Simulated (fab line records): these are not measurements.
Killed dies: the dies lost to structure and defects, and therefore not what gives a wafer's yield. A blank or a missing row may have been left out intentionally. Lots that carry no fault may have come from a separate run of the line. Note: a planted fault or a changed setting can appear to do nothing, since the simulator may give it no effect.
Check for tools in common || flow gf180mcu || Sample size 13 lots and 39 wafers

## WHY IT WAS OPENED
GF_VT_IMPLANT_RS_MEAS_46, reading MVSD_RS: flagged on 3 of 13 lots. No-fault wafers: 457.1 ohm/sq, standard deviation 1.
Rule: flag the lot when none of its wafers has a number, or when each of its wafers that has one lies beyond 4 standard deviations from that mean. The other lots count as sound.

{"lot": "L603", "measured": "day 8 00:05", "on": "film metro-04", "MVSD_RS (ohm/sq), wafer by wafer": "457.7 459.0 457.1", "flag": ""}
{"lot": "L606", "measured": "day 9 03:58", "on": "film metro-04", "MVSD_RS (ohm/sq), wafer by wafer": "455.3 455.8 455.1", "flag": ""}
{"lot": "L608", "measured": "day 9 09:17", "on": "film metro-02", "MVSD_RS (ohm/sq), wafer by wafer": "456.6 457.4 457.5", "flag": ""}
{"lot": "L610", "measured": "day 10 02:22", "on": "film metro-02", "MVSD_RS (ohm/sq), wafer by wafer": "457.9 456.4 456.5", "flag": ""}
{"lot": "L611", "measured": "day 10 07:43", "on": "film metro-04", "MVSD_RS (ohm/sq), wafer by wafer": "456.8 457.1 456.7", "flag": ""}
{"lot": "L612", "measured": "day 10 15:25", "on": "film metro-03", "MVSD_RS (ohm/sq), wafer by wafer": "444.4 444.5 445.6", "flag": "FLAGGED"}
{"lot": "L613", "measured": "day 10 21:44", "on": "film metro-03", "MVSD_RS (ohm/sq), wafer by wafer": "456.6 458.0 457.1", "flag": ""}
{"lot": "L614", "measured": "day 11 06:58", "on": "film metro-03", "MVSD_RS (ohm/sq), wafer by wafer": "456.8 458.1 457.0", "flag": ""}
{"lot": "L617", "measured": "day 12 00:54", "on": "film metro-04", "MVSD_RS (ohm/sq), wafer by wafer": "444.0 442.9 445.8", "flag": "FLAGGED"}
{"lot": "L620", "measured": "day 12 18:50", "on": "film metro-02", "MVSD_RS (ohm/sq), wafer by wafer": "443.9 443.0 443.6", "flag": "FLAGGED"}
{"lot": "L621", "measured": "day 13 04:34", "on": "film metro-04", "MVSD_RS (ohm/sq), wafer by wafer": "455.8 457.3 457.1", "flag": ""}
{"lot": "L622", "measured": "day 13 10:22", "on": "film metro-02", "MVSD_RS (ohm/sq), wafer by wafer": "455.6 455.7 456.4", "flag": ""}
{"lot": "L623", "measured": "day 13 16:02", "on": "film metro-03", "MVSD_RS (ohm/sq), wafer by wafer": "458.8 458.6 459.5", "flag": ""}
The mean of the flagged lots' numbers is 444.2 ohm/sq, -12.9 ohm/sq from the usual (-13 standard deviations).

## TOOL THAT RAN EACH LOT
The record holds 3 process steps before the reading, out of a route of 602 steps. In each cell: the tool, then ch and the chambers that the sampled wafers went through, then the start.
{"lot": "L603", "flag": "", "GF_STI_CMP_25": "cmp-01 ch 0,2,3, day 2 13:50", "GF_MVSD_IMPLANT_08": "implanter-04 ch 0, day 4 21:35", "GF_VT_IMPLANT_STRIP_09": "plasma asher-01 ch 0,1, day 6 01:59"}
{"lot": "L606", "flag": "", "GF_STI_CMP_25": "cmp-01 ch 1,2,3, day 3 05:44", "GF_MVSD_IMPLANT_08": "implanter-04 ch 0, day 5 15:45", "GF_VT_IMPLANT_STRIP_09": "plasma asher-03 ch 0,1, day 7 02:56"}
{"lot": "L608", "flag": "", "GF_STI_CMP_25": "cmp-01 ch 0,1,3, day 3 15:21", "GF_MVSD_IMPLANT_08": "implanter-01 ch 0, day 6 01:05", "GF_VT_IMPLANT_STRIP_09": "plasma asher-01 ch 0, day 7 07:38"}
{"lot": "L610", "flag": "", "GF_STI_CMP_25": "cmp-02 ch 0,3, day 4 03:00", "GF_MVSD_IMPLANT_08": "implanter-01 ch 0, day 6 15:06", "GF_VT_IMPLANT_STRIP_09": "plasma asher-03 ch 0,1, day 7 22:55"}
{"lot": "L611", "flag": "", "GF_STI_CMP_25": "cmp-01 ch 0,2,3, day 4 07:14", "GF_MVSD_IMPLANT_08": "implanter-01 ch 0, day 6 19:56", "GF_VT_IMPLANT_STRIP_09": "plasma asher-02 ch 0,1, day 8 03:38"}
{"lot": "L612", "flag": "FLAGGED", "GF_STI_CMP_25": "cmp-01 ch 1,2, day 4 12:19", "GF_MVSD_IMPLANT_08": "implanter-01 ch 0, day 7 03:04", "GF_VT_IMPLANT_STRIP_09": "plasma asher-02 ch 0,1, day 8 11:11"}
{"lot": "L613", "flag": "", "GF_STI_CMP_25": "cmp-02 ch 0,2,3, day 4 17:27", "GF_MVSD_IMPLANT_08": "implanter-03 ch 0, day 7 07:41", "GF_VT_IMPLANT_STRIP_09": "plasma asher-03 ch 0,1, day 8 16:22"}
{"lot": "L614", "flag": "", "GF_STI_CMP_25": "cmp-02 ch 0,1,2, day 5 01:01", "GF_MVSD_IMPLANT_08": "implanter-04 ch 0, day 7 16:14", "GF_VT_IMPLANT_STRIP_09": "plasma asher-02 ch 0,1, day 9 01:28"}
{"lot": "L617", "flag": "FLAGGED", "GF_STI_CMP_25": "cmp-01 ch 0,1, day 5 13:59", "GF_MVSD_IMPLANT_08": "implanter-01 ch 0, day 8 07:21", "GF_VT_IMPLANT_STRIP_09": "plasma asher-03 ch 0,1, day 9 17:34"}
{"lot": "L620", "flag": "FLAGGED", "GF_STI_CMP_25": "cmp-01 ch 1,2,3, day 6 05:20", "GF_MVSD_IMPLANT_08": "implanter-01 ch 0, day 8 22:42", "GF_VT_IMPLANT_STRIP_09": "plasma asher-02 ch 0,1, day 10 09:50"}
{"lot": "L621", "flag": "", "GF_STI_CMP_25": "cmp-01 ch 0,1, day 6 11:10", "GF_MVSD_IMPLANT_08": "implanter-04 ch 0, day 9 07:45", "GF_VT_IMPLANT_STRIP_09": "plasma asher-02 ch 0,1, day 10 19:31"}
{"lot": "L622", "flag": "", "GF_STI_CMP_25": "cmp-02 ch 2,3, day 6 15:36", "GF_MVSD_IMPLANT_08": "implanter-04 ch 0, day 9 11:17", "GF_VT_IMPLANT_STRIP_09": "plasma asher-02 ch 0,1, day 10 23:07"}
{"lot": "L623", "flag": "", "GF_STI_CMP_25": "cmp-02 ch 1,2,3, day 6 20:55", "GF_MVSD_IMPLANT_08": "implanter-03 ch 0, day 9 16:46", "GF_VT_IMPLANT_STRIP_09": "plasma asher-03 ch 0,1, day 11 05:34"}
What the steps here do:
- GF_STI_CMP_25: polishes, stops on Si3N4, t overpolish 33 s, target thk 524.6 nm.
- GF_MVSD_IMPLANT_08
- GF_VT_IMPLANT_STRIP_09: strips in O2/N2.
- GF_VT_IMPLANT_RS_MEAS_46: measures by four-point-probe.

## FLAGGED OVER TOTAL, TOOL BY TOOL (the gauges that took the reading come last)
{"step": "GF_STI_CMP_25", "tool": "cmp-01", "lots run": 8, "flagged": 3, "share of the flagged lots": "all", "sound lots run after its first flagged lot": "1 (L621)"}
{"step": "GF_STI_CMP_25", "tool": "cmp-02", "lots run": 5, "flagged": 0, "share of the flagged lots": "none", "sound lots run after its first flagged lot": "-"}
{"step": "GF_MVSD_IMPLANT_08", "tool": "implanter-01", "lots run": 6, "flagged": 3, "share of the flagged lots": "all", "sound lots run after its first flagged lot": 0}
{"step": "GF_MVSD_IMPLANT_08", "tool": "implanter-03", "lots run": 2, "flagged": 0, "share of the flagged lots": "none", "sound lots run after its first flagged lot": "-"}
{"step": "GF_MVSD_IMPLANT_08", "tool": "implanter-04", "lots run": 5, "flagged": 0, "share of the flagged lots": "none", "sound lots run after its first flagged lot": "-"}
{"step": "GF_VT_IMPLANT_STRIP_09", "tool": "plasma asher-01", "lots run": 2, "flagged": 0, "share of the flagged lots": "none", "sound lots run after its first flagged lot": "-"}
{"step": "GF_VT_IMPLANT_STRIP_09", "tool": "plasma asher-02", "lots run": 6, "flagged": 2, "share of the flagged lots": "some", "sound lots run after its first flagged lot": "3 (L614,L621,L622)"}
{"step": "GF_VT_IMPLANT_STRIP_09", "tool": "plasma asher-03", "lots run": 5, "flagged": 1, "share of the flagged lots": "some", "sound lots run after its first flagged lot": "1 (L623)"}
{"step": "GF_VT_IMPLANT_RS_MEAS_46", "tool": "film metro-02", "lots run": 4, "flagged": 1, "share of the flagged lots": "some", "sound lots run after its first flagged lot": "1 (L622)"}
{"step": "GF_VT_IMPLANT_RS_MEAS_46", "tool": "film metro-03", "lots run": 4, "flagged": 1, "share of the flagged lots": "some", "sound lots run after its first flagged lot": "3 (L613,L614,L623)"}
{"step": "GF_VT_IMPLANT_RS_MEAS_46", "tool": "film metro-04", "lots run": 5, "flagged": 1, "share of the flagged lots": "some", "sound lots run after its first flagged lot": "1 (L621)"}

## THE TABLE: WHAT IT ALLOWS
Rows of the table that ran all the flagged lots, 2 in number: cmp-01 at GF_STI_CMP_25; implanter-01 at GF_MVSD_IMPLANT_08.
- cmp-01 at GF_STI_CMP_25 ran 8 lots, 3 of them flagged. Sound lots followed the first flagged one (L621) on it, something a lasting fault affecting the whole tool could not allow.
- implanter-01 at GF_MVSD_IMPLANT_08 ran 6 lots, 3 of them flagged. A fault beginning between L611 (day 6 19:56), its last sound lot, and L612 (day 7 03:04), its first flagged one, fits the data. Its own readings (beam energy keV) fall more than 4 standard deviations out on all wafers of the flagged lots.
implanter-01 at GF_MVSD_IMPLANT_08 is the single tool remaining.

## WHAT WAS PUT IN BY THE SIMULATOR
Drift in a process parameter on implanter-01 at GF_MVSD_IMPLANT_08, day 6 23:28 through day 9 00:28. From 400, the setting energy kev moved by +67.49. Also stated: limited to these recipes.
Struck lots among those shown: L612, L617, L620. The rule above reached the same finding.
